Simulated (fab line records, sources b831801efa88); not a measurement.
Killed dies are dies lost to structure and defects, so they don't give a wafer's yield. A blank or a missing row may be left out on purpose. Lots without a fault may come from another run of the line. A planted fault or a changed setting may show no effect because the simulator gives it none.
A struck lot beside a sound one | flow sky130 | 39 steps out of a route of 708
Sound: wafers L270.2, L270.5, L270.6. Struck: wafers L258.2, L258.4, L258.5. The cause comes at the end.
At each step with rows: each side's tool, then ch and its chambers, then its first start. Under that, the readings that differ: sound wafers | struck wafers | difference of the means | sigmas: that difference in standard deviations of wafers without a fault.
alike: readings whose means differ by less than 2 such deviations, and words and numbers that are the same on both sides. not compared: withheld readings, readings that some wafer has no value for, bounds like >300 that may hide the same value, and numbers for which the record gives no deviation and whose values overlap.
The two part at a step that has a row with sigmas, a row that says differs or no value, or rows on one side only. Numbers that don't overlap but have no deviation are shown without sigmas and don't part them. A reading that every wafer of one side lacks parts them only if that side has two wafers or more.

first, 10 steps without rows for these wafers: SKY_VIA4_STRIP_14 (strips in post etch residue remover, time 1200 s); SKY_VIA4_CLEAN_15 (cleans in IPA, time 180 s); SKY_VIA4_CLEAN_16 (cleans in O3/DIW); SKY_VIA4_SPUTTER_17 (material TiN, target thk 20 nm, time 80 s); SKY_VIA4_CVD_18 (deposits W, target thk 505 nm, time 152.14 s); SKY_VIA4_CMP_21 (polishes, stops on SiO2, t overpolish 25 s, target thk 0 nm); SKY_METAL5_SPUTTER_00 (material Ti, target thk 15 nm, time 10 s); SKY_METAL5_SPUTTER_01 (material TiN, target thk 20 nm, time 16.7 s); SKY_METAL5_SPUTTER_02 (material AlCu, target thk 1150 nm, time 61.2 s); SKY_METAL5_SPUTTER_03 (material Ti, target thk 5 nm, time 3.3 s).
SKY_METAL5_SPUTTER_04: material TiN, target thk 70 nm, time 58.3 s.
  sound on pvd_sputter-02, day 46 21:23; struck on pvd_sputter-02, day 43 16:19
  no value came back on the struck wafers for cathode_dc_power_W (W), chamber_pressure_pa (Pa), throttle_valve_pct (%); on the sound wafers cathode_dc_power_W (W) reads 6500.0 6499.7 6500.6
SKY_METAL5_THK_MEAS_06: measures by xrf.
  sound on film_metro-01, day 46 21:34; struck on film_metro-01, day 43 16:30
  reading              | sound          | struck         | difference | sigmas
  METAL5_ALCU_THK (nm) | 1150 1152 1141 | 1352 1367 1336 | +204       | +16
then, 8 steps without rows for these wafers: SKY_METAL5_DEHYDRATE_07 (time 60 s); SKY_METAL5_HMDS_08 (prime time 60 s); SKY_METAL5_COAT_09 (resist thk 1800 nm); SKY_METAL5_SOFTBAKE_10 (time 60 s); SKY_METAL5_EXPOSE_11 (exposes mask MM5, target cd 1600 nm); SKY_METAL5_PEB_12; SKY_METAL5_DEVELOP_13 (develop time 60 s); SKY_METAL5_DESCUM_14 (chemistry O2, time 11 s).
SKY_METAL5_METAL_ETCH_15: etches the open film in Cl2/BCl3, stops on SiO2, target depth 1260 nm, time 252 s.
  sound on rie_metal-02 ch 1, day 47 16:45; struck on rie_metal-02 ch 0,1, day 44 13:53
  reading               | sound             | struck            | difference | sigmas
  oes_product_au (a.u.) | 0.887 0.900 0.888 | 0.867 0.880 0.865 | -0.021     | -4
  alike: bias_w, drypump_motor_current_A, throttle_valve_pct
  not compared: rf_hours_counter_h
then, 13 steps without rows for these wafers: SKY_METAL5_STRIP_16 (strips in O2/N2); SKY_METAL5_STRIP_17 (strips in post etch residue remover, time 1200 s); SKY_METAL5_CLEAN_18 (cleans in IPA, time 180 s); SKY_METAL5_CLEAN_19 (cleans in O3/DIW); SKY_PASSIVATION_CVD_00 (deposits SiO2, target thk 90 nm); SKY_PASSIVATION_CVD_02 (deposits Si3N4, target thk 540 nm); SKY_PASSIVATION_DEHYDRATE_04 (time 60 s); SKY_PASSIVATION_HMDS_05 (prime time 60 s); SKY_PASSIVATION_COAT_06 (resist thk 3000 nm); SKY_PASSIVATION_SOFTBAKE_07; SKY_PASSIVATION_EXPOSE_08 (exposes mask NSM, target cd 3000 nm); SKY_PASSIVATION_PEB_09; SKY_PASSIVATION_DEVELOP_10 (develop time 60 s).
SKY_PASSIVATION_ETCH_11: etches the open film in CF4/O2, stops on AlCu, target depth 725 nm, time 161.1 s.
  sound on rie_diel-04 ch 1,2, day 48 12:27; struck on rie_diel-04 ch 0,1, day 45 12:04
  alike: bias_w, cf4_flow_sccm, drypump_motor_current_A, oes_product_au, throttle_valve_pct
  not compared: rf_hours_counter_h, model.PASSIVATION.feature_depth_nm
then, 2 steps without rows for these wafers: SKY_PASSIVATION_STRIP_12 (strips in O2/N2); SKY_PAD_OPEN_DEHYDRATE_00 (time 60 s).
SKY_PAD_OPEN_ETCH_07: etches the open film in CF4/O2, stops on AlCu, target depth 725 nm, time 161.1 s.
  sound on rie_diel-01 ch 0,3, day 49 06:01; struck on rie_diel-03 ch 1,2, day 46 08:05
  alike: bias_w, cf4_flow_sccm, drypump_motor_current_A, oes_product_au, throttle_valve_pct
  not compared: rf_hours_counter_h, model.PAD_OPEN.feature_depth_nm
SKY_PAD_OPEN_PROBE_99:
  sound on prober-01, day 49 08:31; struck on prober-02, day 46 10:30
  alike: defect_limited_yield, killed_at_M0_to_M3, killed_at_M4_up, killed_at_contacts, killed_at_front_end, killed_at_other, killed_dies, killed_open, killed_short, sort_bin_3_pad_short, sort_bin_5_function, sort_bin_6_memory, sort_n_pass, sort_yield_pct

WHERE THEY PART
First at SKY_METAL5_SPUTTER_04; last, within this record, at SKY_METAL5_METAL_ETCH_15. Later steps at which nothing parts them and some readings are alike: SKY_PASSIVATION_ETCH_11, SKY_PAD_OPEN_ETCH_07, SKY_PAD_OPEN_PROBE_99.

WHY: what the simulator had put in
Skipped step whole: pvd_sputter-02, from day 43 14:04 on, at SKY_METAL5_SPUTTER_04. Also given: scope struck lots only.
